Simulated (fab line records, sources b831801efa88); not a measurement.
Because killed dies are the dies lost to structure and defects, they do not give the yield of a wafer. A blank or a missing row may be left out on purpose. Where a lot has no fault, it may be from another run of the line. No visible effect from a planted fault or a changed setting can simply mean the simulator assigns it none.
What tool caused it? :: flow sky130 :: 36 wafers from 12 lots sampled at 3 of the route's 708 steps

## WHAT THE GAUGES READ, wafer by wafer
SKY_VIA1_OVL_MEAS_13.
lot: L075
measured: day 34 10:52
on: overlay-02
VIA1_OVL (nm): 8 3 0

lot: L077
measured: day 35 04:34
on: overlay-01
VIA1_OVL (nm): -8 -4 3

lot: L079
measured: day 35 19:45
on: overlay-02
VIA1_OVL (nm): 12 10 13

lot: L081
measured: day 36 02:43
on: overlay-01
VIA1_OVL (nm): 7 3 -2

lot: L083
measured: day 36 21:06
on: overlay-02
VIA1_OVL (nm): 3 5 9

lot: L084
measured: day 37 06:08
on: overlay-01
VIA1_OVL (nm): -1 7 5

lot: L087
measured: day 37 21:25
on: overlay-02
VIA1_OVL (nm): -4 2 6

lot: L089
measured: day 38 12:22
on: overlay-02
VIA1_OVL (nm): -7 -2 1

lot: L091
measured: day 39 17:33
on: overlay-01
VIA1_OVL (nm): 12 8 1

lot: L093
measured: day 39 19:06
on: overlay-01
VIA1_OVL (nm): 5 5 10

lot: L095
measured: day 40 09:52
on: overlay-02
VIA1_OVL (nm): 2 3 5

lot: L097
measured: day 40 22:38
on: overlay-01
VIA1_OVL (nm): -4 -8 -5

## WHICH TOOL RAN EACH LOT (tool, then ch and the chambers of the sampled wafers, then the start)
lot: L075
SKY_POLY_GATE_ETCH_15: rie_diel-04 ch 0,2, day 16 22:13
SKY_VIA1_CMP_02: cmp-02 ch 1,3, day 33 07:08

lot: L077
SKY_POLY_GATE_ETCH_15: rie_diel-04 ch 0,2,3, day 17 18:13
SKY_VIA1_CMP_02: cmp-01 ch 1,2, day 34 01:56

lot: L079
SKY_POLY_GATE_ETCH_15: rie_diel-01 ch 0,1,2, day 18 15:31
SKY_VIA1_CMP_02: cmp-01 ch 1,2,3, day 34 18:02

lot: L081
SKY_POLY_GATE_ETCH_15: rie_diel-04 ch 2,3, day 18 20:23
SKY_VIA1_CMP_02: cmp-02 ch 1,3, day 35 01:32

lot: L083
SKY_POLY_GATE_ETCH_15: rie_diel-04 ch 0,2, day 19 16:40
SKY_VIA1_CMP_02: cmp-02 ch 0,1, day 35 18:20

lot: L084
SKY_POLY_GATE_ETCH_15: rie_diel-04 ch 2,3, day 20 01:43
SKY_VIA1_CMP_02: cmp-01 ch 1,2,3, day 36 03:34

lot: L087
SKY_POLY_GATE_ETCH_15: rie_diel-01 ch 0,1,2, day 21 00:42
SKY_VIA1_CMP_02: cmp-02 ch 0,1,2, day 36 19:16

lot: L089
SKY_POLY_GATE_ETCH_15: rie_diel-04 ch 0,1, day 21 18:59
SKY_VIA1_CMP_02: cmp-01 ch 0,1,2, day 37 11:50

lot: L091
SKY_POLY_GATE_ETCH_15: rie_diel-02 ch 1,2,3, day 23 05:12
SKY_VIA1_CMP_02: cmp-02 ch 0,1,2, day 38 16:52

lot: L093
SKY_POLY_GATE_ETCH_15: rie_diel-02 ch 0,1, day 23 06:30
SKY_VIA1_CMP_02: cmp-02 ch 1,2, day 38 17:49

lot: L095
SKY_POLY_GATE_ETCH_15: rie_diel-01 ch 2,3, day 24 00:03
SKY_VIA1_CMP_02: cmp-02 ch 2,3, day 39 09:19

lot: L097
SKY_POLY_GATE_ETCH_15: rie_diel-04 ch 0,1,3, day 24 15:09
SKY_VIA1_CMP_02: cmp-01 ch 1,2, day 39 22:22
- SKY_POLY_GATE_ETCH_15: etches BARC in N2/H2, stops on SiO2, time 118.5 s, target depth 110 nm.
- SKY_VIA1_CMP_02: polishes SiO2.

## THE ANSWER, worked out from the rows above alone
Rule: the lots themselves supply what counts as usual. Put in order of their means at a reading, lots are off if they are a third of the lots or fewer, leave a main group of 4 or more, and stand apart from it by a gap of 3 or more times the standard deviation of the main group's means; of several such gaps the widest counts. The tables above print the reading to a certain number of digits; a main group whose means all agree to those digits is not used. A lot without any number at a reading at which 4 lots or more have one is off too. The other lots that the step has rows for count as sound.
No lot is off at any reading shown: from this, nothing can be told.

## WHAT THE SIMULATOR HAD PUT IN
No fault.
